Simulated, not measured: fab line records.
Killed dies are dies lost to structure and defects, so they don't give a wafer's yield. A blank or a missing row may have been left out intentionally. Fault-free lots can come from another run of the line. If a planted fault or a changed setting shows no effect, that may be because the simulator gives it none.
fab line records | flow gf180mcu
[record] lots = 24 wafers = 72 last-day = 34
route steps=602 shown V1@337 M2@377 M3@413 M4@473 V4@500
lots untouched by any fault: they come from a run of this same line in which no faults occurred
start-h: start of the lot's first displayed wafer, in hours after the record's first day | wait-h: hours from the lot's prior step to this one | " unchanged from the row above | L1.1+2: a row that stands for several wafers | - no value, or no start given | * or withheld: withheld | < > ~ a bound
route shown NAME@n: a module of which the file shows steps, and the number in the route of the first | usual: average and standard deviation across the fault-free wafers | same: alike in all rows | chamber/n: place in a boat | sites: each site's reading | _std_site: the standard deviation of these | _edge_site: the outer-site mean with the inner-site mean subtracted | radius-mm: for every site, how far away it sits from the centre of the wafer | mask NAME#n: copy n | behind: tool/chamber where the wafer was last shaped | hold: why the lot was held/for how many hours/how that ended | device: transistor that didn't switch, given as n, p or np | end of line: tests run on the same wafers once the route is complete | where a step has no rows: the recipe by itself | killed: not the wafer's yield, but the dies lost to structure and defects at the first sort | map: the dies of a wafer, with x for killed, . for not killed, _ for no die there
set.NAME: the run value of the setting; set.NAME@STEP: its run value at that earlier step | model.NAME: the simulator's own value behind a step, which no gauge read
route steps across a sampled set of lots; one table per step, one row per wafer
services: when a tool's chamber went out of use (start-h, in hours from the record's first day, below 0 if earlier), for how many hours, and the reason
[[steps]]
[step GF_V1_CVD_02]
[recipe] material = SiO2 target-thk-nm = 850 precursor = TEOS temp-c = 400 time-s = 94.851 rf-w = 600
[usual] heater-power-w = 628/110
// columns lot.wafer tool chamber start-h wait-h heater-power-w
L074.4 pecvd-04 2 385.64 0.1 618
L074.5 " 1 " " 490
L074.6 " 0 " " 683
L075.1 pecvd-04 2 394.79 0.1 538
L075.3 " 0 " " 721
L075.6 " 2 " " 577
L076.1 pecvd-04 2 402.38 0.1 601
L076.3 " 1 " " 602
L076.4 " 2 " " 620
L077.2 pecvd-03 1 419.25 0.0 568
L077.4 " 0 " " 659
L077.5 " 2 " " 382
L078.1 pecvd-04 2 426.43 0.1 595
L078.5 " 2 " " 635
L078.6 " 0 " " 849
L079.1 pecvd-03 1 433.28 0.1 613
L079.2 " 2 " " 405
L079.3 " 0 " " 772
L080.1 pecvd-02 0 442.89 0.1 676
L080.3 " 2 " " 685
L080.4 " 2 " " 549
L081.1 pecvd-04 2 452.09 0.1 525
L081.4 " 0 " " 666
L081.6 " 1 " " 601
L082.2 pecvd-02 1 466.70 0.0 612
L082.3 " 0 " " 758
L082.5 " 2 " " 552
L083.2 pecvd-04 1 467.39 0.0 648
L083.4 " 0 " " 678
L083.5 " 2 " " 593
L084.1 pecvd-03 0 478.99 0.1 694
L084.3 " 2 " " 450
L084.4 " 0 " " 723
L085.1 pecvd-04 0 489.21 0.1 732
L085.5 " 2 " " 626
L085.6 " 1 " " 514
L086.1 pecvd-04 2 497.52 0.1 574
L086.3 " 1 " " 612
L086.5 " 2 " " 622
L087.3 pecvd-02 1 506.83 0.1 607
L087.4 " 0 " " 766
L087.6 " 0 " " 795
L088.1 pecvd-03 0 518.06 0.1 715
L088.3 " 1 " " 633
L088.6 " 2 " " 454
L089.1 pecvd-02 0 529.19 0.1 781
L089.3 " 1 " " 700
L089.6 " 0 " " 630
L090.2 pecvd-03 0 529.52 0.0 741
L090.4 " 0 " " 775
L090.6 " 1 " " 621
L091.1 pecvd-03 0 539.71 0.1 603
L091.3 " 2 " " 453
L091.4 " 2 " " 471
L092.2 pecvd-02 2 548.86 0.0 589
L092.5 " 1 " " 672
L092.6 " 2 " " 632
L093.2 pecvd-03 2 551.66 0.0 476
L093.3 " 1 " " 578
L093.6 " 2 " " 384
L094.4 pecvd-04 0 559.37 0.1 660
L094.5 " 1 " " 618
L094.6 " 2 " " 586
L095.2 pecvd-02 0 569.63 0.0 708
L095.4 " 2 " " 685
L095.6 " 0 " " 768
L096.4 pecvd-03 2 575.54 0.1 467
L096.5 " 1 " " 570
L096.6 " 0 " " 731
L097.1 pecvd-03 1 581.12 0.1 575
L097.3 " 0 " " 760
L097.5 " 1 " " 614
[step GF_V1_ETCH_17]
[recipe] chemistry = C4F8/O2/Ar mask-material = KrF target = SiO2 stop-on = TiN source-w = 1500 bias-w = 1200 pressure-mtorr = 40 c4f8-flow-sccm = withheld O2_flow_sccm = 6 Ar_flow_sccm = 300 time-s = withheld target-depth-a = 6300
[usual] oes-product-au = 0.856/0.0045
// columns lot.wafer tool chamber start-h wait-h oes-product-au
L074.4 rie-diel-02 1 - - 0.858
L074.5 " 2 " " 0.849
L074.6 " 3 " " 0.860
L075.1 rie-diel-04 2 - - 0.854
L075.3 " 1 " " 0.858
L075.6 " 0 " " 0.854
L076.1 rie-diel-03 0 - - 0.859
L076.3 " 1 " " 0.861
L076.4 " 3 " " 0.850
L077.2 rie-diel-02 2 - - 0.849
L077.4 " 0 " " 0.857
L077.5 " 1 " " 0.854
L078.1 rie-diel-04 3 - - 0.847
L078.5 " 3 " " 0.864
L078.6 " 2 " " 0.860
L079.1 rie-diel-02 0 - - 0.856
L079.2 " 2 " " 0.848
L079.3 " 3 " " 0.851
L080.1 rie-diel-04 2 - - 0.853
L080.3 " 3 " " 0.857
L080.4 " 2 " " 0.861
L081.1 rie-diel-03 1 - - 0.851
L081.4 " 2 " " 0.854
L081.6 " 2 " " 0.861
L082.2 rie-diel-02 2 - - 0.856
L082.3 " 3 " " 0.854
L082.5 " 3 " " 0.855
L083.2 rie-diel-03 1 - - 0.854
L083.4 " 0 " " 0.855
L083.5 " 1 " " 0.858
L084.1 rie-diel-02 1 - - 0.856
L084.3 " 3 " " 0.858
L084.4 " 0 " " 0.855
L085.1 rie-diel-03 0 - - 0.841
L085.5 " 1 " " 0.855
L085.6 " 0 " " 0.859
L086.1 rie-diel-03 2 - - 0.860
L086.3 " 3 " " 0.852
L086.5 " 0 " " 0.858
L087.3 rie-diel-04 3 - - 0.858
L087.4 " 1 " " 0.861
L087.6 " 3 " " 0.857
L088.1 rie-diel-02 2 - - 0.853
L088.3 " 3 " " 0.859
L088.6 " 3 " " 0.860
L089.1 rie-diel-04 3 - - 0.862
L089.3 " 0 " " 0.858
L089.6 " 2 " " 0.851
L090.2 rie-diel-02 0 - - 0.849
L090.4 " 3 " " 0.861
L090.6 " 2 " " 0.857
L091.1 rie-diel-03 2 - - 0.853
L091.3 " 1 " " 0.855
L091.4 " 3 " " 0.852
L092.2 rie-diel-03 3 - - 0.861
L092.5 " 3 " " 0.851
L092.6 " 2 " " 0.859
L093.2 rie-diel-03 2 - - 0.859
L093.3 " 0 " " 0.857
L093.6 " 2 " " 0.858
L094.4 rie-diel-04 3 - - 0.861
L094.5 " 1 " " 0.855
L094.6 " 0 " " 0.850
L095.2 rie-diel-03 3 - - 0.849
L095.4 " 2 " " 0.861
L095.6 " 0 " " 0.858
L096.4 rie-diel-02 2 - - 0.858
L096.5 " 0 " " 0.852
L096.6 " 1 " " 0.854
L097.1 rie-diel-03 2 - - 0.860
L097.3 " 1 " " 0.853
L097.5 " 2 " " 0.855
[step GF_M2_OVL_MEAS_15]
[usual] M2_OVL = 0/6
// columns lot.wafer tool chamber start-h wait-h M2_OVL[nm]
L074.4 overlay-02 - 434.89 0.1 -6
L074.5 " - " " -2
L074.6 " - " " 0
L075.1 overlay-02 - 445.67 0.1 -11
L075.3 " - " " 1
L075.6 " - " " -5
L076.1 overlay-01 - 451.52 0.1 -3
L076.3 " - " " -1
L076.4 " - " " -2
L077.2 overlay-01 - 468.93 0.1 -5
L077.4 " - " " -9
L077.5 " - " " -12
L078.1 overlay-02 - 477.44 0.1 -11
L078.5 " - " " -9
L078.6 " - " " -9
L079.1 overlay-02 - 483.07 0.1 0
L079.2 " - " " 5
L079.3 " - " " -1
L080.1 overlay-02 - 493.08 0.1 3
L080.3 " - " " 10
L080.4 " - " " 6
L081.1 overlay-01 - 501.84 0.1 -4
L081.4 " - " " -13
L081.6 " - " " -10
L082.2 overlay-01 - 516.03 0.1 5
L082.3 " - " " 4
L082.5 " - " " 1
L083.2 overlay-01 - 517.43 0.1 -2
L083.4 " - " " 8
L083.5 " - " " -3
L084.1 overlay-01 - 528.19 0.1 3
L084.3 " - " " 4
L084.4 " - " " 5
L085.1 overlay-02 - 537.08 0.1 9
L085.5 " - " " 9
L085.6 " - " " 7
L086.1 overlay-01 - 546.08 0.1 3
L086.3 " - " " 3
L086.5 " - " " 4
L087.3 overlay-02 - 555.10 0.1 6
L087.4 " - " " 9
L087.6 " - " " 7
L088.1 overlay-02 - 565.07 0.1 11
L088.3 " - " " 11
L088.6 " - " " 11
L089.1 overlay-01 - 576.33 0.1 2
L089.3 " - " " 0
L089.6 " - " " 3
L090.2 overlay-01 - 576.93 0.1 -5
L090.4 " - " " -7
L090.6 " - " " 0
L091.1 overlay-02 - 585.49 0.1 1
L091.3 " - " " 3
L091.4 " - " " 5
L092.2 overlay-02 - 595.03 0.1 -1
L092.5 " - " " 7
L092.6 " - " " -3
L093.2 overlay-02 - 597.18 0.1 7
L093.3 " - " " 4
L093.6 " - " " 4
L094.4 overlay-02 - 605.19 0.1 -6
L094.5 " - " " -10
L094.6 " - " " -2
L095.2 overlay-01 - 614.33 0.1 -4
L095.4 " - " " 1
L095.6 " - " " -6
L096.4 overlay-02 - 620.19 0.1 -3
L096.5 " - " " 0
L096.6 " - " " 3
L097.1 overlay-01 - 625.03 0.1 -5
L097.3 " - " " -5
L097.5 " - " " -3
[step GF_M3_SPUTTER_04]
[recipe] material = TiN target-thk-nm = 50 power-w = 6500 time-s = 41.7 chamber-pressure-pa = 0.4
[usual] chamber-pressure-pa = 0.4001/0.00077 throttle-valve-pct = 30.1/0.85
// columns lot.wafer tool chamber start-h wait-h chamber-pressure-pa throttle-valve-pct
L074.4 pvd-sputter-04 - 462.31 0.0 0.3996 29.9
L074.5 " - " " 0.4004 29.6
L074.6 " - " " 0.3993 30.5
L075.1 pvd-sputter-04 - 472.57 0.0 0.3993 30.1
L075.3 " - " " 0.4008 29.5
L075.6 " - " " 0.3996 29.9
L076.1 pvd-sputter-04 - 479.38 0.0 0.4001 30.0
L076.3 " - " " 0.4007 30.4
L076.4 " - " " 0.3986 31.5
L077.2 pvd-sputter-01 - 496.21 0.0 0.4002 31.2
L077.4 " - " " 0.4008 31.2
L077.5 " - " " 0.4010 29.3
L078.1 pvd-sputter-01 - 503.91 0.0 0.3993 29.4
L078.5 " - " " 0.4016 28.7
L078.6 " - " " 0.4002 31.1
L079.1 pvd-sputter-03 - 509.29 0.0 0.3999 30.4
L079.2 " - " " 0.3994 29.8
L079.3 " - " " 0.4010 29.7
L080.1 pvd-sputter-04 - 519.96 0.0 0.3986 30.0
L080.3 " - " " 0.4001 30.4
L080.4 " - " " 0.4002 29.5
L081.1 pvd-sputter-01 - 527.65 0.0 0.4007 31.3
L081.4 " - " " 0.4023 28.7
L081.6 " - " " 0.4005 31.2
L082.2 pvd-sputter-04 - 541.76 0.0 0.4001 31.7
L082.3 " - " " 0.3996 30.4
L082.5 " - " " 0.3995 31.4
L083.2 pvd-sputter-04 - 543.48 0.0 0.4006 31.6
L083.4 " - " " 0.4005 29.9
L083.5 " - " " 0.3988 30.5
L084.1 pvd-sputter-04 - 554.47 0.0 0.3998 30.5
L084.3 " - " " 0.4012 29.3
L084.4 " - " " 0.3996 31.4
L085.1 pvd-sputter-04 - 563.43 0.0 0.3986 29.2
L085.5 " - " " 0.4008 30.5
L085.6 " - " " 0.4004 29.7
L086.1 pvd-sputter-01 - 571.64 0.0 0.4003 28.9
L086.3 " - " " 0.3995 29.3
L086.5 " - " " 0.4004 29.2
L087.3 pvd-sputter-04 - 579.92 0.0 0.4004 30.0
L087.4 " - " " 0.4003 31.7
L087.6 " - " " 0.4005 29.2
L088.1 pvd-sputter-03 - 589.53 0.0 0.4007 29.9
L088.3 " - " " 0.4011 29.5
L088.6 " - " " 0.4013 29.5
L089.1 pvd-sputter-04 - 600.65 0.0 0.3992 31.5
L089.3 " - " " 0.3982 30.3
L089.6 " - " " 0.3994 30.5
L090.2 pvd-sputter-03 - 601.42 0.0 0.3999 29.3
L090.4 " - " " 0.4011 29.8
L090.6 " - " " 0.4007 29.2
L091.1 pvd-sputter-03 - 609.91 0.0 0.4005 30.0
L091.3 " - " " 0.3995 29.7
L091.4 " - " " 0.4006 29.8
L092.2 pvd-sputter-04 - 618.60 0.0 0.4013 29.2
L092.5 " - " " 0.4003 29.5
L092.6 " - " " 0.3982 31.3
L093.2 pvd-sputter-01 - 620.58 0.0 0.3997 28.8
L093.3 " - " " 0.3986 28.6
L093.6 " - " " 0.4003 28.6
L094.4 pvd-sputter-04 - 628.31 0.0 0.3987 29.5
L094.5 " - " " 0.4003 30.0
L094.6 " - " " 0.3997 31.3
L095.2 pvd-sputter-01 - 637.25 0.0 0.4009 28.5
L095.4 " - " " 0.4005 31.0
L095.6 " - " " 0.4003 29.2
L096.4 pvd-sputter-04 - 643.48 0.0 0.4007 29.9
L096.5 " - " " 0.3998 29.8
L096.6 " - " " 0.3994 30.7
L097.1 pvd-sputter-03 - 648.14 0.0 0.4000 29.7
L097.3 " - " " 0.3997 29.5
L097.5 " - " " 0.3991 29.4
[step GF_M4_STRIP_17]
[recipe] chemistry = O2/N2 power-w = 1400 pressure-mtorr = 1500 platen-temp-c = 250 o2-flow-sccm = 3000 n2-flow-sccm = 300 overash-fraction = 0.5
[usual] drypump-motor-current-A = 5.6/0.32 heater-power-w = 322/38 oes-product-au = 0.537/0.0047 platen-temp-c = 250.02/0.16 strip-time-to-endpoint-s = 7.38/0.036
// columns lot.wafer tool chamber start-h wait-h drypump-motor-current-A heater-power-w oes-product-au platen-temp-c rf-hours-counter-h strip-time-to-endpoint-s
L074.4 plasma-asher-01 1 536.29 0.1 6.0 383 0.535 250.05 - 7.34
L074.5 " 1 " " 6.1 382 0.536 249.86 - 7.37
L074.6 " 0 " " 5.3 283 0.533 250.13 - 7.33
L075.1 plasma-asher-04 0 546.59 0.1 5.6 319 0.530 249.74 83 7.36
L075.3 " 0 " " 5.7 321 0.532 249.77 - 7.38
L075.6 " 1 " " 5.2 294 0.536 250.02 - 7.35
L076.1 plasma-asher-01 0 552.79 0.1 5.3 284 0.537 249.95 96 7.40
L076.3 " 1 " " 6.0 373 0.532 249.99 - 7.39
L076.4 " 0 " " 5.3 289 0.539 249.85 - 7.35
L077.2 plasma-asher-01 1 568.04 0.1 6.1 381 0.531 250.25 98 7.38
L077.4 " 1 " " 6.1 380 0.542 250.09 - 7.40
L077.5 " 1 " " 6.0 393 0.530 250.16 - 7.36
L078.1 plasma-asher-01 0 575.19 0.1 5.3 288 0.538 249.96 98 7.39
L078.5 " 1 " " 6.0 379 0.530 250.20 - 7.38
L078.6 " 0 " " 5.3 290 0.541 250.09 - 7.38
L079.1 plasma-asher-04 1 581.46 0.1 5.2 298 0.535 250.16 87 7.40
L079.2 " 0 " " 5.6 321 0.545 249.87 87 7.45
L079.3 " 0 " " 5.6 321 0.537 249.82 - 7.36
L080.1 plasma-asher-01 0 589.84 0.1 5.3 281 0.539 250.15 100 7.41
L080.3 " 1 " " 6.0 375 0.535 250.00 - 7.46
L080.4 " 0 " " 5.3 292 0.536 249.96 - 7.44
L081.1 plasma-asher-04 0 596.21 0.1 5.6 326 0.536 250.09 89 7.37
L081.4 " 0 " " 5.6 319 0.541 249.91 - 7.37
L081.6 " 1 " " 5.2 293 0.534 250.05 - 7.38
L082.2 plasma-asher-01 0 609.84 0.1 5.3 276 0.532 249.95 102 7.40
L082.3 " 0 " " 5.2 284 0.543 249.97 - 7.45
L082.5 " 0 " " 5.3 283 0.542 250.17 - 7.41
L083.2 plasma-asher-01 0 611.61 0.1 5.3 293 0.534 250.14 102 7.38
L083.4 " 0 " " 5.3 281 0.534 249.89 - 7.39
L083.5 " 0 " " 5.3 292 0.540 250.15 - 7.39
L084.1 plasma-asher-04 0 622.48 0.2 5.7 325 0.541 250.12 92 7.37
L084.3 " 0 " " 5.7 311 0.534 249.97 - 7.37
L084.4 " 1 " " 5.2 282 0.535 249.95 - 7.36
L085.1 plasma-asher-04 0 629.54 0.1 5.6 324 0.542 250.07 92 7.44
L085.5 " 0 " " 5.6 324 0.540 250.18 - 7.41
L085.6 " 1 " " 5.2 280 0.543 250.08 - 7.42
L086.1 plasma-asher-04 0 636.74 0.1 5.7 321 0.528 250.28 93 7.32
L086.3 " 1 " " 5.2 295 0.531 249.89 - 7.28
L086.5 " 0 " " 5.6 322 0.535 250.28 - 7.31
L087.3 plasma-asher-04 0 645.12 0.1 5.7 321 0.539 250.20 - 7.37
L087.4 " 1 " " 5.2 298 0.543 250.03 - 7.41
L087.6 " 0 " " 5.6 326 0.538 250.10 - 7.39
L088.1 plasma-asher-02 0 653.35 0.1 5.7 385 0.546 250.10 23 7.39
L088.3 " 0 " " 5.7 381 0.530 250.05 - 7.40
L088.6 " 1 " " 5.9 333 0.538 250.07 - 7.37
L089.1 plasma-asher-02 0 663.89 0.1 5.7 375 0.535 250.15 24 7.39
L089.3 " 0 " " 5.7 365 0.538 250.22 - 7.30
L089.6 " 1 " " 5.9 334 0.539 249.83 - 7.40
L090.2 plasma-asher-02 0 665.29 0.1 5.7 379 0.528 250.09 24 7.38
L090.4 " 1 " " 5.9 322 0.536 249.86 - 7.38
L090.6 " 1 " " 5.9 319 0.530 249.75 - 7.34
L091.1 plasma-asher-04 1 671.94 0.1 5.2 288 0.527 249.73 97 7.39
L091.3 " 1 " " 5.2 285 0.540 250.01 - 7.40
L091.4 " 0 " " 5.6 321 0.534 249.88 - 7.41
L092.2 plasma-asher-04 0 681.14 0.1 5.6 326 0.539 250.07 98 7.42
L092.5 " 1 " " 5.2 292 0.549 250.02 - 7.44
L092.6 " 0 " " 5.6 317 0.537 249.90 - 7.37
L093.2 plasma-asher-04 0 684.09 0.1 5.6 320 0.541 250.08 99 7.42
L093.3 " 1 " " 5.2 290 0.537 249.89 - 7.34
L093.6 " 0 " " 5.7 315 0.533 250.22 - 7.33
L094.4 plasma-asher-01 0 690.22 0.1 5.3 280 0.535 249.91 - 7.45
L094.5 " 1 " " 6.1 384 0.530 249.98 - 7.46
L094.6 " 0 " " 5.3 284 0.538 250.08 - 7.39
L095.2 plasma-asher-04 1 699.17 0.2 5.2 287 0.533 249.91 101 7.39
L095.4 " 0 " " 5.6 315 0.549 249.71 - 7.40
L095.6 " 0 " " 5.6 319 0.541 249.87 - 7.39
L096.4 plasma-asher-04 0 705.22 0.1 5.6 323 0.529 250.12 - 7.37
L096.5 " 1 " " 5.2 286 0.537 249.99 - 7.39
L096.6 " 0 " " 5.6 320 0.541 249.86 - 7.38
L097.1 plasma-asher-01 1 709.04 0.1 6.1 379 0.526 249.92 112 7.34
L097.3 " 1 " " 6.1 373 0.538 249.85 - 7.37
L097.5 " 1 " " 6.1 388 0.540 249.88 - 7.39
[step GF_V4_RS_MEAS_24]
[recipe] thk-meas-gauge = four-point-probe reads = W_of_V4_CVD_23+TiN_of_V4_SPUTTER_22+Ti_of_V4_SPUTTER_21
[usual] V4_W_RS = 0.329/0.0035
// columns lot.wafer tool chamber start-h wait-h V4_W_RS[ohm/sq]
L074.4 film-metro-02 - 561.20 0.1 0.329
L074.5 " - " " 0.327
L074.6 " - " " 0.327
L075.1 film-metro-03 - 571.93 0.1 0.328
L075.3 " - " " 0.328
L075.6 " - " " 0.330
L076.1 film-metro-03 - 577.29 0.1 0.332
L076.3 " - " " 0.327
L076.4 " - " " 0.327
L077.2 film-metro-04 - 591.76 0.1 0.331
L077.4 " - " " 0.334
L077.5 " - " " 0.335
L078.1 film-metro-04 - 598.69 0.1 0.334
L078.5 " - " " 0.338
L078.6 " - " " 0.330
L079.1 film-metro-02 - 605.30 0.1 0.330
L079.2 " - " " 0.328
L079.3 " - " " 0.330
L080.1 film-metro-03 - 612.90 0.1 0.336
L080.3 " - " " 0.335
L080.4 " - " " 0.336
L081.1 film-metro-03 - 619.19 0.1 0.332
L081.4 " - " " 0.332
L081.6 " - " " 0.326
L082.2 film-metro-03 - 631.56 0.1 0.322
L082.3 " - " " 0.327
L082.5 " - " " 0.322
L083.2 film-metro-02 - 634.12 0.1 0.325
L083.4 " - " " 0.328
L083.5 " - " " 0.327
L084.1 film-metro-02 - 644.84 0.1 0.330
L084.3 " - " " 0.327
L084.4 " - " " 0.333
L085.1 film-metro-04 - 651.52 0.1 0.324
L085.5 " - " " 0.328
L085.6 " - " " 0.325
L086.1 film-metro-04 - 659.63 0.1 0.323
L086.3 " - " " 0.322
L086.5 " - " " 0.323
L087.3 film-metro-02 - 667.24 0.1 0.328
L087.4 " - " " 0.327
L087.6 " - " " 0.328
L088.1 film-metro-04 - 674.49 0.1 0.329
L088.3 " - " " 0.330
L088.6 " - " " 0.332
L089.1 film-metro-04 - 685.64 0.1 0.330
L089.3 " - " " 0.330
L089.6 " - " " 0.332
L090.2 film-metro-03 - 686.82 0.1 0.330
L090.4 " - " " 0.327
L090.6 " - " " 0.333
L091.1 film-metro-04 - 692.93 0.1 0.334
L091.3 " - " " 0.333
L091.4 " - " " 0.332
L092.2 film-metro-02 - 701.92 0.1 0.333
L092.5 " - " " 0.332
L092.6 " - " " 0.333
L093.2 film-metro-02 - 705.12 0.1 0.330
L093.3 " - " " 0.333
L093.6 " - " " 0.330
L094.4 film-metro-04 - 711.01 0.1 0.325
L094.5 " - " " 0.325
L094.6 " - " " 0.327
L095.2 film-metro-03 - 719.50 0.1 0.328
L095.4 " - " " 0.328
L095.6 " - " " 0.327
L096.4 film-metro-02 - 725.48 0.1 0.327
L096.5 " - " " 0.329
L096.6 " - " " 0.330
L097.1 film-metro-03 - 728.70 0.1 0.332
L097.3 " - " " 0.332
L097.5 " - " " 0.329
[[services]]
// columns tool chamber start-h hours kind
pvd-sputter-04 - 412.64 0.9 repair
plasma-asher-01 - 418.37 1.2 repair
pecvd-03 - 426.21 1.2 repair
pvd-sputter-04 - 433.38 6.4 repair
pvd-sputter-04 - 435.83 1.0 repair
plasma-asher-04 - 479.91 1.3 repair
rie-diel-03 0 498.34 8.9 repair
pecvd-03 - 507.16 5.5 pm
plasma-asher-01 - 509.14 0.6 repair
plasma-asher-04 - 514.74 12.5 repair
rie-diel-03 3 533.33 1.3 repair
rie-diel-02 0 537.88 7.4 repair
pvd-sputter-04 - 546.42 4.4 repair
pecvd-04 - 553.29 6.0 pm
rie-diel-03 1 563.42 14.3 repair
pvd-sputter-04 - 567.73 5.6 repair
pecvd-03 - 589.73 2.8 pm
pecvd-03 - 592.48 14.0 pm
plasma-asher-04 - 605.98 0.9 repair
rie-diel-03 2 649.09 40.9 repair
pvd-sputter-04 - 665.37 3.4 repair
rie-diel-03 - 694.44 28.1 pm
pecvd-03 - 695.13 14.6 pm
pecvd-04 0 696.08 11.4 repair
[[key]]
fault none
